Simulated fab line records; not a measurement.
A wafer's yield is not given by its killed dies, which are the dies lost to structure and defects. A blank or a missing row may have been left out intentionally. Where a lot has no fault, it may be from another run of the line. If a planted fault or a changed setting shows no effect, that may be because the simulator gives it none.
Problem report, 8D (eight disciplines) form, completed by code | flow sky130 | the parts of the form that need people (team, actions taken, sign-off) are left out

1. THE ISSUE
Wafers without a fault read 299.9 sccm, standard deviation 0.84; n2FlowSccm at SKY_POLY_GATE_STRIP_18 reads a mean of 239.7 sccm on 4 wafers belonging to 2 lots. That puts it -72 standard deviations away from the usual mean.
The step: strips in O2/N2.
First seen on wafer L534.4, day 18 09:31, on plasmaAsher-03. Wafers with a number at this step in the record: 42, from 14 lots. By rule, "out" or "out of limits" means more than 4 standard deviations away from the usual mean. The other wafers with a number count as sound.

2. WHAT IT IS, AND WHAT IT ISN'T
question                    | is                             | is not
which readings at this step | n2FlowSccm                     | drypumpMotorCurrentA, oesProductAu, stripTimeToEndpointS
which lots                  | L534, L535                     | L530, L531, L532, L537, L542, L545, L546, L547, L548, L549, L550, L551
which wafers of those lots  | L534.4, L534.6, L535.2, L535.6 | L534.5, L535.3
read on which tools         | plasmaAsher-03                 | plasmaAsher-01, plasmaAsher-02
when                        | from day 18 09:31              | up to then (10 sound wafers); but 28 sound wafers of L535, L537, L542, L545, L546, L547, L548, L549, L550, L551 came after

3. THE SUSPECTS, EACH WITH WHAT RULES IT OUT
Counting: any tool at a process step up to the reading remains a suspect provided it ran every lot that is out. Sound lots after the first of them don't rule it out here, since some wafers of a struck lot are sound.
- plasmaAsher-03 at SKY_POLY_GATE_STRIP_18 (strips in O2/N2): kept. Every lot that is out went through it, the first being L534 (day 18 09:31); the last sound lot it ran before that was L532 (day 17 18:37). On those wafers its own readings are out: n2FlowSccm.
- Within plasmaAsher-03 at SKY_POLY_GATE_STRIP_18, the wafers that are out were processed in chamber 1 and their sound lot-mates in chamber 0.
Left after counting: plasmaAsher-03 at SKY_POLY_GATE_STRIP_18.

4. THE CAUSE (what the simulator had put in)
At SKY_POLY_GATE_STRIP_18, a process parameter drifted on plasmaAsher-03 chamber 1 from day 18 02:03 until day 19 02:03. The setting n2FlowSccm was moved by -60, starting from 300. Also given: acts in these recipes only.
The count eliminated every tool but this one.

5. THE CHAIN OF EFFECTS, in route order
Each row: a reading whose mean over the struck wafers that have a number lies more than 3 standard deviations from the usual. Readings are gone through only where the record gives a usual standard deviation; hours: the median, over the lots, of the time from a lot's start at the first step in this table giving one to that lot's start at this step; sigmas: the change measured in usual standard deviations.
hours | step                   | reading    | usual      | on struck wafers | change | sigmas
0     | SKY_POLY_GATE_STRIP_18 | n2FlowSccm | 299.9 sccm | 239.7            | -60.2  | -72
Here are the process steps it includes:
- SKY_POLY_GATE_STRIP_18: strips in O2/N2.

6. WHAT WOULD HAVE CAUGHT IT SOONER
In this record the first reading out of limits was taken at day 18 09:31, 7 hours after the fault began at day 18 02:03.
